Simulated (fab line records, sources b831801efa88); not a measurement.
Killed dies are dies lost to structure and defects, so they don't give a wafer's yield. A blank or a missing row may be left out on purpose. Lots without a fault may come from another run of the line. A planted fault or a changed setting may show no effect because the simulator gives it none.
fab line records | flow sky130
record lots=6 wafers=18 last_day=50
route steps=708 shown SD_P@327 RES_XHIGH@332 SD_N@342 SALICIDE@361 PAD_OPEN@708
lots that met no fault: from a run of the same line without faults
start_h: hours from the record's first day to the start of the lot's first wafer shown | wait_h: hours since the lot's step before | " the same as in the row above | L1.1+2: a row that stands for several wafers | - no value, or no start given | * or withheld: withheld | < > ~ a bound
route shown NAME@n: a module of which the file shows steps, and the number in the route of the first | usual: mean/standard deviation of fault-free wafers | same: alike in all rows | chamber/n: place in a boat | sites: the reading at each site | _std_site: their standard deviation | _edge_site: outer sites' mean less inner sites' | radius_mm: how far each site lies from the wafer's centre | mask NAME#n: copy n | behind: the tool/chamber that last shaped the wafer | hold: why the lot was held/for how many hours/how that ended | device: the transistor (n, p or np) that didn't switch | end of line: the same wafers' tests at the end of the route | a step without rows: its recipe alone | killed: dies lost to structure and defects at the first sort, not the wafer's yield | map: a wafer's dies, x killed, . not, _ none there
set.NAME: the setting as run; set.NAME@STEP: as run at that earlier step | model.NAME: the simulator's own value behind a step, which no gauge read
lots at some steps of the route; a table a step, a row a wafer
services: from which hour (start_h, from the record's first day; less than 0 if before it) a tool's chamber was out of use, for how many hours, and why
## steps
# step SKY_SD_P_CD_MEAS_07
# recipe target_cd_nm=380
# usual cd_nm=380.2/1.8
# columns lot.wafer tool chamber start_h wait_h cd_nm
L106.1 cd_sem-01 - 640.83 0.1 381.0
L106.2 " - " " 380.6
L106.3 " - " " 383.1
L108.2 cd_sem-02 - 670.16 0.1 377.1
L108.4 " - " " 377.4
L108.5 " - " " 378.2
L111.2 cd_sem-01 - 686.65 0.1 382.8
L111.3 " - " " 379.3
L111.5 " - " " 380.4
L113.3 cd_sem-02 - 695.18 0.1 380.7
L113.4 " - " " 379.6
L113.6 " - " " 382.6
L119.2 cd_sem-01 - 755.50 0.1 380.3
L119.3 " - " " 380.5
L119.4 " - " " 379.8
L120.3 cd_sem-02 - 756.77 0.1 376.1
L120.5 " - " " 376.0
L120.6 " - " " 376.7
# step SKY_SD_P_OVL_MEAS_08
# usual SD_P_OVL=-0.2/1.3
# columns lot.wafer tool chamber start_h wait_h SD_P_OVL[nm]
L106.1 overlay-01 - 640.95 0.1 1.0
L106.2 " - " " 0.2
L106.3 " - " " -0.1
L108.2 overlay-02 - 670.26 0.1 -1.5
L108.4 " - " " -0.2
L108.5 " - " " 0.7
L111.2 overlay-02 - 686.76 0.1 -0.4
L111.3 " - " " 0.1
L111.5 " - " " 0.3
L113.3 overlay-01 - 695.27 0.1 1.0
L113.4 " - " " 0.0
L113.6 " - " " 0.1
L119.2 overlay-01 - 755.61 0.1 1.0
L119.3 " - " " 1.1
L119.4 " - " " 0.5
L120.3 overlay-01 - 756.86 0.1 -1.8
L120.5 " - " " -1.0
L120.6 " - " " -1.8
# step SKY_SD_P_IMPLANT_09
# recipe species=BF2 energy_kev=20 dose_cm2=3e+15 tilt_deg=0
# step SKY_SD_P_STRIP_10
# recipe chemistry=O2/N2 power_w=1400 pressure_mtorr=1500 platen_temp_c=withheld o2_flow_sccm=3000 n2_flow_sccm=300 overash_fraction=0.5
# usual drypump_motor_current_A=5.8/0.38 oes_product_au=0.618/0.0049 strip_time_to_endpoint_s=17.48/0.036
# columns lot.wafer tool chamber start_h wait_h drypump_motor_current_A oes_product_au rf_hours_counter_h strip_time_to_endpoint_s
L106.1 plasma_asher-02 1 641.14 0.1 5.6 0.619 39 17.44
L106.2 " 0 " " 5.6 0.619 39 17.40
L106.3 " 1 " " 5.6 0.618 - 17.50
L108.2 plasma_asher-04 1 670.44 0.1 6.3 0.616 100 17.52
L108.4 " 1 " " 6.3 0.623 - 17.51
L108.5 " 1 " " 6.3 0.621 - 17.51
L111.2 plasma_asher-04 0 686.94 0.1 6.2 0.621 102 17.44
L111.3 " 1 " " 6.3 0.616 - 17.49
L111.5 " 1 " " 6.3 0.624 - 17.53
L113.3 plasma_asher-01 1 695.48 0.1 5.4 0.622 - 17.50
L113.4 " 0 " " 5.3 0.623 - 17.54
L113.6 " 0 " " 5.3 0.615 - 17.52
L119.2 plasma_asher-04 0 755.79 0.1 6.3 0.617 1 17.48
L119.3 " 1 " " 6.3 0.617 - 17.46
L119.4 " 0 " " 6.2 0.626 - 17.49
L120.3 plasma_asher-02 1 757.07 0.1 5.6 0.613 - 17.44
L120.5 " 0 " " 5.6 0.625 - 17.46
L120.6 " 1 " " 5.6 0.622 - 17.44
# step SKY_SD_P_TW_MEAS_11
# usual SD_P_TW=2827/54
# columns lot.wafer tool chamber start_h wait_h SD_P_TW
L106.1 film_metro-03 - 641.24 0.1 2776
L106.2 " - " " 2762
L106.3 " - " " 2772
L108.2 film_metro-03 - 670.55 0.1 2743
L108.4 " - " " 2751
L108.5 " - " " 2752
L111.2 film_metro-04 - 687.05 0.1 2867
L111.3 " - " " 2872
L111.5 " - " " 2858
L113.3 film_metro-03 - 695.56 0.1 2769
L113.4 " - " " 2774
L113.6 " - " " 2757
L119.2 film_metro-04 - 755.90 0.1 2858
L119.3 " - " " 2877
L119.4 " - " " 2876
L120.3 film_metro-02 - 757.16 0.1 2842
L120.5 " - " " 2817
L120.6 " - " " 2819
# step SKY_RES_XHIGH_DEHYDRATE_00
# recipe temp_c=200 time_s=60
# step SKY_RES_XHIGH_HMDS_01
# recipe prime_time_s=60 prime_temp_c=120
# step SKY_RES_XHIGH_COAT_02
# recipe resist=NOVOLAK spin_rpm=3000 resist_thk_nm=1140
# step SKY_RES_XHIGH_SOFTBAKE_03
# recipe temp_c=90 time_s=60 resist=NOVOLAK
# step SKY_RES_XHIGH_EXPOSE_04
# recipe mask_id=URPM na=0.6 source_shape=conventional sigma_outer=0.6 polarization=unpolarized target_cd_nm=1270 dose_mj=140
# step SKY_RES_XHIGH_PEB_05
# recipe temp_c=withheld time_s=* resist=NOVOLAK
# step SKY_RES_XHIGH_DEVELOP_06
# recipe resist=NOVOLAK developer=TMAH develop_time_s=60 dev_temp_c=23
# step SKY_RES_XHIGH_IMPLANT_07
# recipe species=BF2 energy_kev=20 dose_cm2=3.6e+14 tilt_deg=0
# usual beam_on_s=37.4/2.8 dose_ions_cm2=3.6e+14/3.8e+11
# columns lot.wafer tool chamber start_h wait_h beam_on_s dose_ions_cm2
L106.1 implanter-01 0 669.95 0.1 39.2 3.603e+14
L106.2 " 0 " " 38.6 3.607e+14
L106.3 " 0 " " 39.4 3.607e+14
L108.2 implanter-02 0 698.56 0.1 34.3 3.601e+14
L108.4 " 0 " " 33.1 3.602e+14
L108.5 " 0 " " 33.7 3.601e+14
L111.2 implanter-02 0 715.01 0.1 25.7 2.641e+14
L111.3 " 0 " " 25.6 2.639e+14
L111.5 " 0 " " 25.1 2.634e+14
L113.3 implanter-02 0 723.43 0.1 25.4 2.633e+14
L113.4 " 0 " " 24.4 2.631e+14
L113.6 " 0 " " 24.6 2.635e+14
L119.2 implanter-01 0 782.98 0.1 38.6 3.6e+14
L119.3 " 0 " " 39.3 3.602e+14
L119.4 " 0 " " 39.4 3.599e+14
L120.3 implanter-03 0 784.40 0.1 38.6 3.604e+14
L120.5 " 0 " " 39.1 3.602e+14
L120.6 " 0 " " 40.0 3.603e+14
# step SKY_RES_XHIGH_STRIP_08
# recipe chemistry=O2/N2 power_w=1400 pressure_mtorr=1500 platen_temp_c=withheld o2_flow_sccm=3000 n2_flow_sccm=300 overash_fraction=0.5
# usual drypump_motor_current_A=6.0/0.36 oes_product_au=0.711/0.0042 strip_time_to_endpoint_s=14.26/0.041
# columns lot.wafer tool chamber start_h wait_h drypump_motor_current_A oes_product_au rf_hours_counter_h strip_time_to_endpoint_s
L106.1 plasma_asher-03 1 670.10 0.1 6.6 0.708 24 14.23
L106.2 " 0 " " 5.8 0.707 24 14.23
L106.3 " 0 " " 5.7 0.707 - 14.23
L108.2 plasma_asher-02 1 698.68 0.1 5.6 0.708 44 14.26
L108.4 " 0 " " 5.6 0.711 - 14.28
L108.5 " 1 " " 5.7 0.707 - 14.25
L111.2 plasma_asher-02 1 715.14 0.1 5.7 0.710 46 14.18
L111.3 " 0 " " 5.6 0.720 - 14.19
L111.5 " 1 " " 5.6 0.726 - 14.21
L113.3 plasma_asher-02 1 723.57 0.1 5.6 0.717 - 14.14
L113.4 " 0 " " 5.6 0.711 - 14.19
L113.6 " 1 " " 5.6 0.710 - 14.18
L119.2 plasma_asher-02 0 783.10 0.1 5.6 0.707 53 14.23
L119.3 " 0 " " 5.6 0.708 - 14.20
L119.4 " 1 " " 5.7 0.709 - 14.21
L120.3 plasma_asher-04 0 784.54 0.1 6.3 0.706 - 14.31
L120.5 " 1 " " 6.3 0.714 - 14.21
L120.6 " 0 " " 6.2 0.709 - 14.33
# step SKY_RES_XHIGH_TW_MEAS_09
# usual RES_XHIGH_TW=1637/31
# columns lot.wafer tool chamber start_h wait_h RES_XHIGH_TW
L106.1 film_metro-03 - 670.20 0.1 1586
L106.2 " - " " 1596
L106.3 " - " " 1593
L108.2 film_metro-04 - 698.79 0.1 1670
L108.4 " - " " 1670
L108.5 " - " " 1661
L111.2 film_metro-03 - 715.25 0.1 1464
L111.3 " - " " 1467
L111.5 " - " " 1463
L113.3 film_metro-04 - 723.65 0.1 1506
L113.4 " - " " 1510
L113.6 " - " " 1512
L119.2 film_metro-03 - 783.21 0.1 1611
L119.3 " - " " 1614
L119.4 " - " " 1615
L120.3 film_metro-03 - 784.62 0.1 1618
L120.5 " - " " 1615
L120.6 " - " " 1620
# step SKY_SD_N_DEHYDRATE_00
# recipe temp_c=200 time_s=60
# step SKY_SD_N_HMDS_01
# recipe prime_time_s=60 prime_temp_c=120
# step SKY_SD_N_COAT_02
# recipe resist=NOVOLAK spin_rpm=3000 resist_thk_nm=1124
# step SKY_SD_N_SOFTBAKE_03
# recipe temp_c=90 time_s=60 resist=NOVOLAK
# step SKY_SD_N_EXPOSE_04
# recipe mask_id=NSDM na=0.6 source_shape=conventional sigma_outer=0.6 polarization=unpolarized target_cd_nm=380 dose_mj=141
# step SKY_SD_N_PEB_05
# recipe temp_c=withheld time_s=* resist=NOVOLAK
# step SKY_SD_N_DEVELOP_06
# recipe resist=NOVOLAK developer=TMAH develop_time_s=60 dev_temp_c=23
# step SKY_SD_N_CD_MEAS_07
# recipe target_cd_nm=380
# usual cd_nm=380.1/2
# columns lot.wafer tool chamber start_h wait_h cd_nm
L106.1 cd_sem-02 - 698.54 0.1 378.3
L106.2 " - " " 377.7
L106.3 " - " " 376.5
L108.2 cd_sem-02 - 726.36 0.1 381.0
L108.4 " - " " 379.3
L108.5 " - " " 379.9
L111.2 cd_sem-01 - 743.11 0.1 379.1
L111.3 " - " " 377.9
L111.5 " - " " 378.9
L113.3 cd_sem-02 - 750.78 0.1 381.2
L113.4 " - " " 378.4
L113.6 " - " " 381.4
L119.2 cd_sem-02 - 809.41 0.1 381.6
L119.3 " - " " 383.4
L119.4 " - " " 381.5
L120.3 cd_sem-02 - 811.18 0.1 383.4
L120.5 " - " " 383.2
L120.6 " - " " 383.6
# step SKY_SD_N_OVL_MEAS_08
# usual SD_N_OVL=-0.1/1.3
# columns lot.wafer tool chamber start_h wait_h SD_N_OVL[nm]
L106.1 overlay-02 - 698.66 0.1 -0.2
L106.2 " - " " 0.4
L106.3 " - " " -0.4
L108.2 overlay-01 - 726.46 0.1 -0.9
L108.4 " - " " -0.9
L108.5 " - " " -0.8
L111.2 overlay-01 - 743.21 0.1 2.9
L111.3 " - " " 1.6
L111.5 " - " " 3.6
L113.3 overlay-02 - 750.87 0.1 -2.9
L113.4 " - " " -0.6
L113.6 " - " " -2.0
L119.2 overlay-01 - 809.51 0.1 0.6
L119.3 " - " " 1.4
L119.4 " - " " -0.9
L120.3 overlay-02 - 811.27 0.1 -0.7
L120.5 " - " " -0.8
L120.6 " - " " -0.2
# step SKY_SD_N_IMPLANT_09
# recipe species=As energy_kev=50 dose_cm2=4e+15 tilt_deg=0
# step SKY_SD_N_IMPLANT_10
# recipe species=P energy_kev=20 dose_cm2=1e+14 tilt_deg=0
# step SKY_SD_N_STRIP_11
# recipe chemistry=O2/N2 power_w=1400 pressure_mtorr=1500 platen_temp_c=withheld o2_flow_sccm=3000 n2_flow_sccm=300 overash_fraction=0.5
# usual drypump_motor_current_A=5.7/0.46 oes_product_au=0.526/0.0042 strip_time_to_endpoint_s=22.36/0.037
# columns lot.wafer tool chamber start_h wait_h drypump_motor_current_A oes_product_au rf_hours_counter_h strip_time_to_endpoint_s
L106.1 plasma_asher-01 0 698.99 0.1 5.3 0.532 94 22.39
L106.2 " 1 " " 5.4 0.519 94 22.40
L106.3 " 1 " " 5.4 0.520 - 22.38
L108.2 plasma_asher-01 0 726.79 0.1 5.3 0.534 96 22.39
L108.4 " 0 " " 5.3 0.521 - 22.36
L108.5 " 0 " " 5.3 0.522 - 22.35
L111.2 plasma_asher-01 1 743.54 0.1 5.4 0.522 98 22.39
L111.3 " 0 " " 5.2 0.531 - 22.45
L111.5 " 0 " " 5.2 0.524 - 22.42
L113.3 plasma_asher-01 0 751.23 0.1 5.2 0.523 - 22.37
L113.4 " 1 " " 5.5 0.530 - 22.35
L113.6 " 0 " " 5.3 0.518 - 22.37
L119.2 plasma_asher-03 1 809.84 0.1 6.7 0.532 37 22.42
L119.3 " 1 " " 6.7 0.527 - 22.34
L119.4 " 0 " " 5.7 0.530 - 22.36
L120.3 plasma_asher-03 0 811.63 0.1 5.7 0.526 - 22.38
L120.5 " 1 " " 6.7 0.521 - 22.38
L120.6 " 0 " " 5.7 0.528 - 22.39
# step SKY_SD_N_TW_MEAS_12
# usual SD_N_TW=3976/69
# columns lot.wafer tool chamber start_h wait_h SD_N_TW
L106.1 film_metro-03 - 699.09 0.1 3930
L106.2 " - " " 3935
L106.3 " - " " 3930
L108.2 film_metro-04 - 726.90 0.1 4028
L108.4 " - " " 4079
L108.5 " - " " 4048
L111.2 film_metro-03 - 743.65 0.1 3910
L111.3 " - " " 3924
L111.5 " - " " 3947
L113.3 film_metro-02 - 751.31 0.1 3986
L113.4 " - " " 4006
L113.6 " - " " 3983
L119.2 film_metro-02 - 809.95 0.1 4026
L119.3 " - " " 4046
L119.4 " - " " 4010
L120.3 film_metro-04 - 811.71 0.1 4081
L120.5 " - " " 4066
L120.6 " - " " 4058
# step SKY_SD_N_CLEAN_13
# recipe chemistry=SC1/SC2 mix=1:4:20 temp_c=70 time_s=150 dry=n2_spin
# step SKY_SD_N_RTA_14
# recipe temp_c=1075 time_s=2 idle_temp_c=650 ramp_up_c_per_s=150 ramp_down_c_per_s=90 ambient=N2
# usual chamber_o2_ppm=2.006/0.02 lamp_power_pct=15.74/0.053 wafer_temp_C_max=1078.1/1.4
# columns lot.wafer tool chamber start_h wait_h chamber_o2_ppm lamp_power_pct wafer_temp_C_max
L106.1 rtp_anneal-02 0 699.20 0.0 2.040 15.70 1076.6
L106.2 " 0 " " 2.026 15.74 1079.5
L106.3 " 0 " " 2.007 15.75 1078.6
L108.2 rtp_anneal-02 0 727.01 0.0 1.991 15.82 1078.9
L108.4 " 0 " " 2.041 15.64 1077.8
L108.5 " 0 " " 2.015 15.78 1077.4
L111.2 rtp_anneal-02 0 743.77 0.0 1.975 15.73 1077.4
L111.3 " 0 " " 2.033 15.75 1078.0
L111.5 " 0 " " 2.011 15.77 1078.3
L113.3 rtp_anneal-02 0 751.43 0.0 1.964 15.77 1075.3
L113.4 " 0 " " 1.985 15.67 1075.8
L113.6 " 0 " " 1.967 15.70 1080.1
L119.2 rtp_anneal-02 0 810.06 0.0 1.998 15.76 1077.6
L119.3 " 0 " " 2.013 15.73 1080.8
L119.4 " 0 " " 2.006 15.82 1078.5
L120.3 rtp_anneal-01 0 811.82 0.0 2.018 15.75 1079.7
L120.5 " 0 " " 1.994 15.72 1077.8
L120.6 " 0 " " 1.975 15.81 1076.3
# step SKY_SD_N_RS_MEAS_16
# recipe thk_meas_gauge=four-point-probe
# usual SD_N_RS=68.57/0.13
# columns lot.wafer tool chamber start_h wait_h SD_N_RS[ohm/sq]
L106.1 film_metro-04 - 699.38 0.1 68.49
L106.2 " - " " 68.34
L106.3 " - " " 68.37
L108.2 film_metro-03 - 727.19 0.1 68.61
L108.4 " - " " 68.63
L108.5 " - " " 68.77
L111.2 film_metro-02 - 743.95 0.1 68.60
L111.3 " - " " 68.52
L111.5 " - " " 68.42
L113.3 film_metro-03 - 751.65 0.1 68.57
L113.4 " - " " 68.81
L113.6 " - " " 68.55
L119.2 film_metro-03 - 810.25 0.1 68.84
L119.3 " - " " 68.74
L119.4 " - " " 68.78
L120.3 film_metro-03 - 812.02 0.1 68.59
L120.5 " - " " 68.65
L120.6 " - " " 68.59
# step SKY_SD_N_RS_MEAS_17
# recipe thk_meas_gauge=four-point-probe
# usual SD_P_RS=147.2/0.39
# columns lot.wafer tool chamber start_h wait_h SD_P_RS[ohm/sq]
L106.1 film_metro-04 - 699.50 0.1 146.4
L106.2 " - " " 146.1
L106.3 " - " " 146.5
L108.2 film_metro-03 - 727.31 0.1 147.1
L108.4 " - " " 147.5
L108.5 " - " " 147.1
L111.2 film_metro-02 - 744.07 0.1 147.5
L111.3 " - " " 147.2
L111.5 " - " " 147.2
L113.3 film_metro-03 - 751.77 0.1 147.1
L113.4 " - " " 146.7
L113.6 " - " " 146.6
L119.2 film_metro-03 - 810.37 0.1 147.6
L119.3 " - " " 147.2
L119.4 " - " " 147.3
L120.3 film_metro-03 - 812.14 0.1 147.3
L120.5 " - " " 147.3
L120.6 " - " " 147.5
# step SKY_SD_N_RS_MEAS_18
# recipe thk_meas_gauge=four-point-probe
# usual RES_XHIGH_RS=333.4/1.3
# columns lot.wafer tool chamber start_h wait_h RES_XHIGH_RS[ohm/sq]
L106.1 film_metro-04 - 699.62 0.1 331.8
L106.2 " - " " 332.0
L106.3 " - " " 331.1
L108.2 film_metro-03 - 727.43 0.1 333.5
L108.4 " - " " 334.8
L108.5 " - " " 334.8
L111.2 film_metro-02 - 744.19 0.1 426.1
L111.3 " - " " 426.2
L111.5 " - " " 426.3
L113.3 film_metro-03 - 751.89 0.1 431.3
L113.4 " - " " 428.4
L113.6 " - " " 430.6
L119.2 film_metro-03 - 810.49 0.1 334.0
L119.3 " - " " 333.9
L119.4 " - " " 334.3
L120.3 film_metro-03 - 812.26 0.1 334.4
L120.5 " - " " 334.9
L120.6 " - " " 335.6
# step SKY_SALICIDE_CLEAN_00
# recipe chemistry=HF-last time_s=30 dilution=100:1 dry=ipa_marangoni
# step SKY_PAD_OPEN_PROBE_99
# usual killed_at_M0_to_M3=42/7 killed_at_M4_up=3.2/1.6 killed_at_contacts=24/5.8 killed_at_front_end=16/4.3 killed_at_other=0.3/0.62 killed_dies=86/9.5 killed_on_rim=17/3.7 killed_open=46/6.4 killed_short=39/6.3
# same gross_dies=492 killed_at_back_side=0
# columns lot.wafer tool chamber start_h wait_h killed_at_M0_to_M3 killed_at_M4_up killed_at_contacts killed_at_front_end killed_at_other killed_dies killed_on_rim killed_open killed_short model.etest.res_xhigh_po.line_ohm_um model.etest.res_xhigh_po.rs_ohm_sq model.etest.res_xhigh_po.rs_ohm_sq_range model.etest.res_xhigh_po.rs_ohm_sq_rim_less_centre
L106.1 prober-01 - 1114.38 0.1 56 2 30 14 0 102 13 53 48 5639 1951 39.76 -25.24
L106.2 prober-01 - 1114.43 0.1 32 2 25 10 1 70 15 34 36 5705 2044 46.64 -39.6
L106.3 prober-01 - 1114.48 0.2 44 4 19 22 0 89 13 48 40 5861 2018 55.2 -16.97
L108.2 prober-01 - 1136.52 0.1 52 3 23 7 0 85 14 43 42 5322 1871 43.15 10.51
L108.4 prober-01 - 1136.62 0.2 39 3 33 13 1 89 20 49 39 5230 1868 50.66 -14.33
L108.5 prober-01 - 1136.67 0.2 38 4 29 11 0 82 20 51 31 5222 1859 64.4 4.778
L111.2 prober-01 - 1147.69 0.1 38 3 21 18 0 80 12 44 36 1.049e+04 3728 116.3 -96.14
L111.3 prober-01 - 1147.74 0.2 41 3 16 21 0 81 13 47 34 1.08e+04 3784 146.7 -111.4
L111.5 prober-01 - 1147.84 0.2 47 5 26 17 2 97 21 54 43 1.107e+04 3840 253.1 -85.75
L113.3 prober-01 - 1150.55 0.2 58 4 24 16 0 102 21 53 48 1.143e+04 3984 238.9 -164.6
L113.4 prober-01 - 1150.60 0.2 36 2 20 12 0 70 13 39 31 1.108e+04 3897 223.1 -144
L113.6 prober-01 - 1150.70 0.2 35 1 18 13 0 67 12 38 28 1.125e+04 3887 244.8 -149.5
L119.2 prober-01 - 1187.22 0.1 41 2 21 12 0 76 16 49 27 5828 2046 49.92 -32.05
L119.3 prober-01 - 1187.27 0.2 40 4 29 23 0 96 27 47 49 5752 2040 51.84 -21.39
L119.4 prober-01 - 1187.32 0.2 43 4 31 17 2 97 19 47 50 5772 2060 41.52 -24.51
L120.3 prober-02 - 1188.91 0.2 35 6 30 15 0 86 15 42 44 5752 2063 106.5 -96.25
L120.5 prober-02 - 1189.01 0.2 42 3 24 23 0 92 18 46 46 5781 2048 119.7 -105.8
L120.6 prober-02 - 1189.06 0.2 45 3 21 16 2 87 21 40 46 5868 2089 127.8 -122
# killed by level:class
L106.1 CONTACT:geometric_particle:open=9 METAL2:geometric_particle:short=9 VIA1:geometric_particle:short=8 VIA1:geometric_particle:open=8 LI_CONTACT:geometric_particle:open=7 VIA2:geometric_particle:open=7 LI_CONTACT:geometric_particle:short=6 VIA2:geometric_particle:short=6
L106.2 CONTACT:geometric_particle:open=9 VIA1:geometric_particle:short=8 LI_CONTACT:geometric_particle:open=7 CONTACT:geometric_particle:short=5 METAL1:geometric_particle:short=5 VIA3:geometric_particle:open=4 VIA2:geometric_particle:open=4 FIELD_ISO:geometric_particle:short=3
L106.3 VIA1:geometric_particle:open=12 VIA2:geometric_particle:open=7 CONTACT:geometric_particle:short=6 CONTACT:geometric_particle:open=6 VIA3:geometric_particle:short=6 POLY_GATE:geometric_particle:open=5 VIA3:geometric_particle:open=5 POLY_GATE:geometric_particle:short=4
L108.2 METAL2:geometric_particle:short=13 VIA1:geometric_particle:open=9 LI_CONTACT:geometric_particle:open=9 VIA3:geometric_particle:open=8 CONTACT:geometric_particle:open=6 METAL1:geometric_particle:short=6 CONTACT:geometric_particle:short=5 FIELD_ISO:geometric_particle:open=3
L108.4 LI_CONTACT:geometric_particle:open=10 CONTACT:geometric_particle:open=10 METAL1:geometric_particle:short=10 VIA1:geometric_particle:open=8 CONTACT:geometric_particle:short=6 VIA3:geometric_particle:open=6 VIA2:geometric_particle:open=5 FIELD_ISO:geometric_particle:short=4
L108.5 VIA1:geometric_particle:open=10 VIA3:geometric_particle:open=10 CONTACT:geometric_particle:open=8 LI_CONTACT:geometric_particle:open=6 LOCAL_INTERCONNECT:geometric_particle:short=5 LOCAL_INTERCONNECT:geometric_particle:open=5 POLY_GATE:geometric_particle:short=4 METAL4:geometric_particle:short=4
L111.2 VIA3:geometric_particle:open=9 CONTACT:geometric_particle:open=8 FIELD_ISO:geometric_particle:short=6 LOCAL_INTERCONNECT:geometric_particle:short=5 METAL1:geometric_particle:short=5 METAL2:geometric_particle:open=5 FIELD_ISO:geometric_particle:open=4 POLY_GATE:geometric_particle:short=4
L111.3 VIA1:geometric_particle:open=13 CONTACT:geometric_particle:open=8 VIA1:geometric_particle:short=7 METAL2:geometric_particle:short=6 FIELD_ISO:geometric_particle:short=5 POLY_GATE:geometric_particle:open=5 POLY_GATE:geometric_particle:short=5 VIA3:geometric_particle:open=5
L111.5 CONTACT:geometric_particle:open=9 LI_CONTACT:geometric_particle:open=8 VIA1:geometric_particle:open=8 VIA1:geometric_particle:short=7 VIA3:geometric_particle:open=7 VIA2:geometric_particle:open=6 FIELD_ISO:geometric_particle:short=5 FIELD_ISO:geometric_particle:open=5
L113.3 CONTACT:geometric_particle:open=12 VIA1:geometric_particle:open=11 METAL2:geometric_particle:short=10 VIA3:geometric_particle:open=10 LOCAL_INTERCONNECT:geometric_particle:short=8 VIA1:geometric_particle:short=7 METAL1:geometric_particle:short=6 VIA2:geometric_particle:open=5
L113.4 VIA1:geometric_particle:open=10 VIA2:geometric_particle:open=8 LOCAL_INTERCONNECT:geometric_particle:short=6 CONTACT:geometric_particle:open=6 CONTACT:geometric_particle:short=4 METAL2:geometric_particle:short=4 FIELD_ISO:geometric_particle:short=3 FIELD_ISO:geometric_particle:open=3
L113.6 CONTACT:geometric_particle:open=7 VIA3:geometric_particle:open=7 VIA2:geometric_particle:open=6 FIELD_ISO:geometric_particle:open=4 FIELD_ISO:geometric_particle:short=4 LI_CONTACT:geometric_particle:open=4 CONTACT:geometric_particle:short=4 VIA1:geometric_particle:open=4
L119.2 VIA1:geometric_particle:open=12 CONTACT:geometric_particle:open=10 VIA3:geometric_particle:open=6 LI_CONTACT:geometric_particle:open=5 VIA2:geometric_particle:open=5 FIELD_ISO:geometric_particle:short=4 METAL1:geometric_particle:short=4 METAL2:geometric_particle:short=4
L119.3 VIA1:geometric_particle:open=12 CONTACT:geometric_particle:open=9 FIELD_ISO:geometric_particle:open=7 CONTACT:geometric_particle:short=7 POLY_GATE:geometric_particle:short=6 LI_CONTACT:geometric_particle:short=6 VIA1:geometric_particle:short=6 VIA3:geometric_particle:open=5
L119.4 CONTACT:geometric_particle:open=9 VIA1:geometric_particle:open=9 CONTACT:geometric_particle:short=8 VIA3:geometric_particle:open=7 LI_CONTACT:geometric_particle:open=5 FIELD_ISO:geometric_particle:short=5 LI_CONTACT:geometric_particle:short=5 METAL1:geometric_particle:short=5
L120.3 VIA1:geometric_particle:open=9 CONTACT:geometric_particle:open=8 LI_CONTACT:geometric_particle:open=8 CONTACT:geometric_particle:short=7 VIA3:geometric_particle:short=7 VIA1:geometric_particle:short=5 VIA3:geometric_particle:open=4 FIELD_ISO:geometric_particle:open=3
L120.5 CONTACT:geometric_particle:open=10 VIA1:geometric_particle:short=10 FIELD_ISO:geometric_particle:short=8 VIA3:geometric_particle:open=7 LI_CONTACT:geometric_particle:open=6 VIA1:geometric_particle:open=6 VIA2:geometric_particle:open=6 FIELD_ISO:geometric_particle:open=5
L120.6 CONTACT:geometric_particle:open=10 METAL1:geometric_particle:short=8 VIA1:geometric_particle:open=7 VIA2:geometric_particle:open=7 VIA3:geometric_particle:short=6 METAL2:geometric_particle:short=5 FIELD_ISO:geometric_particle:short=4 VIA2:geometric_particle:short=4
## services
# columns tool chamber start_h hours kind
implanter-03 - 626.22 2.6 repair
implanter-03 - 626.40 1.2 repair
plasma_asher-03 - 664.79 3.2 repair
rtp_anneal-01 - 676.81 0.7 repair
implanter-01 - 712.60 10.8 pm
implanter-03 - 730.01 3.1 repair
plasma_asher-04 - 733.75 9.0 pm
plasma_asher-04 0 733.75 9.0 vent_cycle
plasma_asher-04 1 733.75 9.0 vent_cycle
plasma_asher-04 0 742.75 - clean
plasma_asher-04 1 742.75 - clean
implanter-02 - 751.72 3.5 repair
plasma_asher-01 - 756.34 2.1 repair
implanter-02 - 770.79 2.7 repair
implanter-02 - 774.19 4.1 repair
implanter-02 - 778.30 4.0 pm
implanter-03 - 784.67 1.8 repair
implanter-03 - 785.43 14.4 repair
implanter-01 - 794.33 4.1 repair
rtp_anneal-02 - 794.87 1.0 pm
## key
first_sign step=SKY_RES_XHIGH_IMPLANT_07 reading=dose_ions_cm2 direction=down sigmas=99+ usual=* struck=*
effect step=SKY_RES_XHIGH_IMPLANT_07 reading=beam_on_s direction=down sigmas=4.3 usual=37.4 struck=25.1
effect step=SKY_RES_XHIGH_TW_MEAS_09 reading=RES_XHIGH_TW direction=down sigmas=4.9 usual=1637 struck=1487
effect step=SKY_SD_N_RS_MEAS_18 reading=RES_XHIGH_RS direction=up sigmas=75 usual=333.4 struck=428.2
model_effect step=SKY_PAD_OPEN_PROBE_99 value=etest.res_xhigh_po.line_ohm_um without=5718 struck=1.102e+04
met_at SKY_RES_XHIGH_IMPLANT_07
struck_wafers L111.2,L111.3,L111.5,L113.3,L113.4,L113.6
tester_left_out L111,L113
onset_between 698.56 715.01
fault kind=process_parameter_drift tool=implanter-02 chamber=- onset_h=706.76 steps=SKY_RES_XHIGH_IMPLANT_07 channel=dose_cm2 offset=* shape=step end_h=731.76 acts_in=* stated=*
# tester_left_out: of these lots the tester's yield and bins aren't shown, on N5 and GAA mostly nor the transistor test; their killed dies are dies lost to structure and defects alone, not to doping, threshold or leakage, so they don't give the yield
